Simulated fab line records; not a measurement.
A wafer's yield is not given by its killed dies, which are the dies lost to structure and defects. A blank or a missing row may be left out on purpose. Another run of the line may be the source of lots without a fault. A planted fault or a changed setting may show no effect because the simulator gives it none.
Chamber matching + flow gf180mcu + 4 sister chambers for GF_STI_ETCH_14 on rie-si-01
The step etches Si in HBr/Cl2/O2, target depth 360 nm, time 102.9 s. 8 wafers are shown with their chamber, then 10 later ones without.

== WAFERS WITH THEIR CHAMBER ==
| wafer  | chamber | drypump-motor-current-A (A) | throttle-valve-pct (%) |
|--------|---------|-----------------------------|------------------------|
| L942.3 | 2       | 5.5                         | 25.667                 |
| L943.5 | 2       | 5.5                         | 25.670                 |
| L946.3 | 1       | 5.6                         | 25.648                 |
| L948.1 | 0       | 6.2                         | 25.646                 |
| L948.2 | 1       | 5.6                         | 25.667                 |
| L948.6 | 3       | 4.9                         | 25.655                 |
| L949.1 | 0       | 6.2                         | 25.644                 |
| L949.3 | 3       | 5.0                         | 25.661                 |

== WAFERS WITHOUT THEIR CHAMBER ==
| wafer  | drypump-motor-current-A (A) | throttle-valve-pct (%) |
|--------|-----------------------------|------------------------|
| L949.5 | 5.5                         | 25.662                 |
| L951.1 | 5.6                         | 25.657                 |
| L951.2 | 6.2                         | 25.639                 |
| L951.3 | 5.5                         | 25.671                 |
| L952.2 | 5.5                         | 25.674                 |
| L952.5 | 5.5                         | 25.673                 |
| L952.6 | 4.9                         | 25.671                 |
| L957.3 | 5.6                         | 25.654                 |
| L957.5 | 5.6                         | 25.661                 |
| L957.6 | 6.2                         | 25.651                 |

== EACH ONE'S CHAMBER ==
| wafer  | from the rows above     | in truth |
|--------|-------------------------|----------|
| L949.5 | can't be placed: 2 or 1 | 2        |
| L951.1 | 1                       | 1        |
| L951.2 | 0                       | 0        |
| L951.3 | 2                       | 2        |
| L952.2 | 2                       | 2        |
| L952.5 | 2                       | 2        |
| L952.6 | 3                       | 3        |
| L957.3 | 1                       | 1        |
| L957.5 | 1                       | 1        |
| L957.6 | 0                       | 0        |
Correctly placed: 9 of 10. Not placeable from these rows: 1 (in 1, the candidates include the true chamber). Placed wrongly: 0.
How it was worked out, from the rows above alone: a wafer's distance from a chamber is the root of the sum, over the readings, of the square of ((its reading less the chamber's mean) divided by the reading's scatter). The wafer belongs to the nearest chamber; if the next one is less than 2 further off, it can't be placed. A chamber's mean is the mean of its shown wafers. The scatter: take each reading less its chamber's mean, square it, sum over the shown wafers, divide by the number of wafers less the number of chambers, and take the root.
